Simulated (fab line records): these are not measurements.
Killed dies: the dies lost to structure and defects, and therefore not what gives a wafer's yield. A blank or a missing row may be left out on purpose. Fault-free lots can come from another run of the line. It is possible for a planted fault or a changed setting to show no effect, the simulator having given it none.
Which tool is to blame?    flow sfq_line    Sampling: 14 lots, 42 wafers, 5 of 325 route steps

== WHAT EACH GAUGE READ, for each wafer ==
SFQ_L0V_OVL_MEAS_903. Usual: for L0V_OVL the level is -3 nm and the standard deviation is 5.3.
lot   measured      on          L0V_OVL (nm)  flag
L862  day 5 01:31   overlay-02  -8 -12 -4     
L863  day 5 05:08   overlay-01  6 1 -1        
L865  day 5 18:19   overlay-02  -7 -13 -9     
L866  day 6 02:44   overlay-02  -4 -11 -5     
L867  day 6 08:44   overlay-01  0 -2 0        
L868  day 6 13:32   overlay-02  -4 5 -6       
L869  day 6 18:20   overlay-02  -13 -5 -6     
L870  day 7 05:52   overlay-01  -6 -4 -5      
L872  day 9 07:38   overlay-01  -3 1 -3       
L873  day 9 13:37   overlay-02  -6 -7 -3      
L874  day 9 19:38   overlay-02  -13 -6 -2     
L875  day 10 02:50  overlay-02  -6 -9 -2      
L878  day 10 16:02  overlay-02  0 -6 0        
L879  day 10 20:49  overlay-02  -4 -10 -6     

SFQ_C5_OVL_MEAS_937. Usual: for C5_OVL the level is -3 nm and the standard deviation is 6.2.
lot   measured      on          C5_OVL (nm)  flag
L862  day 61 08:07  overlay-02  0 -2 -2      
L863  day 61 12:55  overlay-02  -9 -9 -14    
L865  day 67 12:56  overlay-02  -8 -9 -11    
L866  day 67 15:21  overlay-02  -7 -2 -4     
L867  day 67 16:32  overlay-01  -15 -1 -11   
L868  day 67 21:20  overlay-01  -8 3 -4      
L869  day 67 22:32  overlay-01  9 -1 5       
L870  day 68 09:46  overlay-01  -10 -16 0    
L872  day 69 00:10  overlay-01  -3 3 -3      
L873  day 70 09:46  overlay-01  0 0 0        
L874  day 70 15:47  overlay-01  -6 -11 2     
L875  day 70 20:13  overlay-01  -2 3 0       
L878  day 71 02:13  overlay-02  2 2 8        
L879  day 71 03:24  overlay-02  1 0 -3       

== TOOL THAT RAN EACH LOT (tool first, then ch and the chambers of the sampled wafers, then the start) ==
lot   SFQ_TRILAYER_I1_DEP_PECVD_045    SFQ_TRILAYER_I1_CMP_CMP_046    SFQ_TRILAYER_JJ_CE_STRIP_STRIP_120
L862  pecvd-04 ch 0,1,2, day 15 12:32  cmp-02 ch 0,1,3, day 16 01:19  rie_metal-04 ch 0,1, day 53 07:43
L863  pecvd-04 ch 0,2, day 15 21:02    cmp-02 ch 0,1, day 16 09:49    rie_metal-04 ch 0,1, day 53 08:55
L865  pecvd-04 ch 0,1,2, day 16 08:50  cmp-02 ch 0,1,2, day 16 22:19  rie_metal-01 ch 0,1, day 54 01:55
L866  pecvd-01 ch 0,1,2, day 16 18:31  cmp-01 ch 0,1,3, day 17 02:21  rie_metal-04 ch 0,1, day 54 04:31
L867  pecvd-03 ch 0,1,2, day 16 23:17  cmp-01 ch 1,3, day 17 04:21    rie_metal-01 ch 0,1, day 54 05:43
L868  pecvd-01 ch 0,2, day 18 05:34    cmp-01 ch 0,1,3, day 18 05:38  rie_metal-02 ch 0, day 54 07:55
L869  pecvd-03 ch 0,2, day 18 10:22    cmp-01 ch 0,1,3, day 18 10:26  rie_metal-04 ch 0,1, day 54 08:55
L870  pecvd-04 ch 0,1,2, day 18 20:00  cmp-01 ch 0,1,3, day 18 22:05  rie_metal-04 ch 0,1, day 54 12:43
L872  pecvd-04 ch 0,1, day 20 23:34    cmp-01 ch 1,2, day 21 02:02    rie_metal-02 ch 0, day 54 22:19
L873  pecvd-03 ch 0,1,2, day 21 11:34  cmp-02 ch 0,1,3, day 21 21:19  rie_metal-02 ch 0, day 57 01:55
L874  pecvd-01 ch 1,2, day 22 01:58    cmp-02 ch 1,2,3, day 22 06:47  rie_metal-02 ch 0, day 57 09:58
L875  pecvd-01 ch 0,2, day 22 10:23    cmp-01 ch 0,2,3, day 22 14:46  rie_metal-01 ch 0, day 57 12:13
L878  pecvd-01 ch 1,2, day 24 16:43    cmp-01 ch 0,2,3, day 24 18:35  rie_metal-02 ch 0, day 60 08:54
L879  pecvd-01 ch 0,1,2, day 25 00:10  cmp-01 ch 1,2,3, day 25 00:14  rie_metal-02 ch 0, day 60 13:18
- SFQ_TRILAYER_I1_DEP_PECVD_045: deposits SiO2 from SiH4/N2O, time 111.11 s, target thk 500 nm.
- SFQ_TRILAYER_I1_CMP_CMP_046: polishes SiO2.
- SFQ_TRILAYER_JJ_CE_STRIP_STRIP_120: strips in O2.

== AS READ BY THE TOOLS THEMSELVES (means over the sampled wafers that have a number; for cases with no such wafer, the mark the record gives instead) ==
SFQ_TRILAYER_I1_DEP_PECVD_045. Usual: heater_power_outer_w 32 W, standard deviation 11; heater_power_w 83 W, standard deviation 18; rf_fwd_power_W 182.3 W, standard deviation 0.65; showerhead_vpp_V 833 V, standard deviation 48; throttle_valve_pct 25.8 %, standard deviation 1.1.
lot   tool      heater_power_outer_w (W)  heater_power_w (W)  rf_fwd_power_W (W)  showerhead_vpp_V (V)  throttle_valve_pct (%)  flag
L862  pecvd-04  42                        96                  182.1               811                   26.7                    
L863  pecvd-04  34                        91                  181.8               809                   27.0                    
L865  pecvd-04  42                        100                 182.1               815                   26.5                    
L866  pecvd-01  27                        76                  182.8               843                   25.0                    
L867  pecvd-03  30                        75                  183.4               852                   24.3                    
L868  pecvd-01  32                        90                  181.6               794                   24.8                    
L869  pecvd-03  32                        76                  182.4               842                   24.0                    
L870  pecvd-04  38                        95                  182.3               820                   26.8                    
L872  pecvd-04  32                        83                  182.2               819                   26.9                    
L873  pecvd-03  24                        68                  182.3               842                   24.5                    
L874  pecvd-01  30                        86                  182.8               841                   25.7                    
L875  pecvd-01  26                        78                  182.9               791                   25.0                    
L878  pecvd-01  18                        65                  212.0               953                   26.3                    OFF
L879  pecvd-01  20                        67                  211.4               910                   25.8                    OFF

SFQ_TRILAYER_I1_CMP_CMP_046. Usual: motor_current_A 10.7 A, standard deviation 1; platen_rpm 60.00 rpm, standard deviation 0.04; time_to_endpoint_s 215 s, standard deviation 6.1.
lot   tool    motor_current_A (A)  platen_rpm (rpm)  time_to_endpoint_s (s)  flag
L862  cmp-02  10.5                 59.97             210                     
L863  cmp-02  10.9                 60.02             215                     
L865  cmp-02  10.0                 60.00             211                     
L866  cmp-01  11.9                 60.01             210                     
L867  cmp-01  11.7                 60.01             216                     
L868  cmp-01  11.5                 59.96             212                     
L869  cmp-01  11.9                 60.02             209                     
L870  cmp-01  11.7                 60.00             225                     
L872  cmp-01  10.5                 60.01             214                     
L873  cmp-02  10.1                 59.99             210                     
L874  cmp-02  10.0                 59.97             223                     
L875  cmp-01  10.7                 59.99             221                     
L878  cmp-01  11.0                 59.98             235                     OFF
L879  cmp-01  10.9                 59.99             228                     

SFQ_TRILAYER_JJ_CE_STRIP_STRIP_120. Usual: drypump_motor_current_A 5.8 A, standard deviation 0.6; he_backside_leak_sccm 3.59 sccm, standard deviation 0.21; oes_product_au 1.002 a.u., standard deviation 0.0087; platen_temp_c 40.01 C, standard deviation 0.1.
lot   tool          drypump_motor_current_A (A)  he_backside_leak_sccm (sccm)  oes_product_au (a.u.)  platen_temp_c (C)  flag
L862  rie_metal-04  5.2                          3.64                          1.013                  40.00              
L863  rie_metal-04  5.1                          3.64                          1.008                  40.07              
L865  rie_metal-01  5.7                          3.63                          1.002                  39.95              
L866  rie_metal-04  5.1                          3.49                          1.004                  39.86              
L867  rie_metal-01  5.7                          3.53                          0.991                  40.05              
L868  rie_metal-02  6.4                          3.52                          0.999                  40.11              
L869  rie_metal-04  5.1                          3.56                          1.007                  40.03              
L870  rie_metal-04  5.1                          3.68                          1.014                  40.00              
L872  rie_metal-02  6.4                          3.49                          1.005                  39.98              
L873  rie_metal-02  6.4                          3.44                          0.989                  39.85              
L874  rie_metal-02  6.4                          3.45                          0.990                  39.96              
L875  rie_metal-01  6.1                          3.67                          0.996                  40.09              
L878  rie_metal-02  6.4                          3.50                          1.003                  39.97              
L879  rie_metal-02  6.5                          3.53                          1.006                  40.08              

== THE ANSWER, worked out from the rows above alone ==
Rule: a lot is off if the mean of its wafers that have a number lies more than 3 standard deviations from the usual mean. Also off: a lot with no number at a reading for which 4 or more lots have one. All remaining lots with rows at the step are treated as sound. The gauges are gone through in route order, then the tools' own readings, and for those a lot's mean is taken as printed above. The first step at which some lot is off is used, and at that step the reading that is off furthest; a lot without a number counts as furthest.
Off: L878, L879 (SFQ_TRILAYER_I1_DEP_PECVD_045, rf_fwd_power_W).
A tool fits if, at that step or a process step before it, it ran every lot that is off, and no sound lot after the first of them. One fits: pecvd-01 at SFQ_TRILAYER_I1_DEP_PECVD_045. Its last sound lot is L875 (day 22 10:23), its first lot that is off L878 (day 24 16:43): a fault that began between those two fits.
The tool's own readings at SFQ_TRILAYER_I1_DEP_PECVD_045 bear it out: on the lots that are off they differ by more than 5 times the standard deviation of the sound lots' means. rf_fwd_power_W reads 211.7 W there against 182.4 W on the sound lots; showerhead_vpp_V reads 932 V there against 823 V on the sound lots.

== WHAT THE SIMULATOR HAD INSERTED ==
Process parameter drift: pecvd-01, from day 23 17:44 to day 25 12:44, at SFQ_TRILAYER_I1_DEP_PECVD_045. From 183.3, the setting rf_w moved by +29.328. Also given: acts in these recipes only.
Shown lots that were struck: L878, L879. This agrees with what the rule above found.
